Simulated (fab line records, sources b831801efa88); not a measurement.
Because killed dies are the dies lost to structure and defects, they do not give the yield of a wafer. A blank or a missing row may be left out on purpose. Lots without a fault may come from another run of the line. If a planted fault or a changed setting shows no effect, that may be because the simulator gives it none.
Which of the tools did it? || flow sky130 || 6 lots with 18 wafers sampled at 3 steps, on a route of 708 steps

## WHAT THE GAUGES READ, wafer by wafer
SKY_GATE_OXIDE_TW_MEAS_14.
{"lot": "L890", "measured": "day 14 13:41", "on": "film-metro-02", "GATE_OXIDE_TW": "223.4 224.6 225.6"}
{"lot": "L893", "measured": "day 15 22:13", "on": "film-metro-04", "GATE_OXIDE_TW": "221.8 222.4 223.1"}
{"lot": "L896", "measured": "day 17 09:41", "on": "film-metro-03", "GATE_OXIDE_TW": "220.2 219.2 219.6"}
{"lot": "L898", "measured": "day 17 12:39", "on": "film-metro-02", "GATE_OXIDE_TW": "226.6 224.8 225.8"}
{"lot": "L902", "measured": "day 18 19:20", "on": "film-metro-03", "GATE_OXIDE_TW": "319.2 319.6 320.4"}
{"lot": "L904", "measured": "day 19 18:12", "on": "film-metro-02", "GATE_OXIDE_TW": "330.1 328.8 329.7"}

## TOOL THAT RAN EACH LOT (tool first, then ch and the chambers of the sampled wafers, then the start)
{"lot": "L890", "SKY_VT_ADJUST_PCH_STRIP_09": "plasma-asher-03 ch 0,1, day 11 04:09", "SKY_GATE_OXIDE_IMPLANT_11": "implanter-01 ch 0, day 14 13:20"}
{"lot": "L893", "SKY_VT_ADJUST_PCH_STRIP_09": "plasma-asher-02 ch 0,1, day 12 04:09", "SKY_GATE_OXIDE_IMPLANT_11": "implanter-03 ch 0, day 15 21:55"}
{"lot": "L896", "SKY_VT_ADJUST_PCH_STRIP_09": "plasma-asher-03 ch 0,1, day 13 07:27", "SKY_GATE_OXIDE_IMPLANT_11": "implanter-04 ch 0, day 17 09:20"}
{"lot": "L898", "SKY_VT_ADJUST_PCH_STRIP_09": "plasma-asher-03 ch 0,1, day 13 17:10", "SKY_GATE_OXIDE_IMPLANT_11": "implanter-03 ch 0, day 17 12:19"}
{"lot": "L902", "SKY_VT_ADJUST_PCH_STRIP_09": "plasma-asher-02 ch 0,1, day 14 21:25", "SKY_GATE_OXIDE_IMPLANT_11": "implanter-01 ch 0, day 18 18:59"}
{"lot": "L904", "SKY_VT_ADJUST_PCH_STRIP_09": "plasma-asher-03 ch 0,1, day 15 20:42", "SKY_GATE_OXIDE_IMPLANT_11": "implanter-01 ch 0, day 19 17:52"}
- SKY_VT_ADJUST_PCH_STRIP_09: strips in O2/N2.
- SKY_GATE_OXIDE_IMPLANT_11

## THE ANSWER, worked out from the rows above alone
Rule: the usual values come from the lots themselves. The widest of any qualifying gaps counts: lots, ordered by their means at a reading, are off when they make up no more than a third of the lots, leave a main group of 4 or more, and stand apart from it by 3 or more times the standard deviation of that group's means. Not used: any main group whose means are identical at the precision the tables above print for the reading. Also off: a lot with no number at a reading for which 4 or more lots have one. All remaining lots with rows at the step are treated as sound.
Off: L902, L904, at SKY_GATE_OXIDE_TW_MEAS_14 (GATE_OXIDE_TW). Main group: mean 223.1, sd 2.3.
A tool fits if, at a process step before that reading, it ran every lot that is off, and no sound lot after the first of them. Those tools and the gauges at SKY_GATE_OXIDE_TW_MEAS_14 are tried in the same way. One candidate fits, namely implanter-01 at SKY_GATE_OXIDE_IMPLANT_11. A fault onset in the window from L890 (day 14 13:20, its last sound lot) to L902 (day 18 18:59, its first lot off) fits.

## WHAT THE SIMULATOR HAD PUT IN
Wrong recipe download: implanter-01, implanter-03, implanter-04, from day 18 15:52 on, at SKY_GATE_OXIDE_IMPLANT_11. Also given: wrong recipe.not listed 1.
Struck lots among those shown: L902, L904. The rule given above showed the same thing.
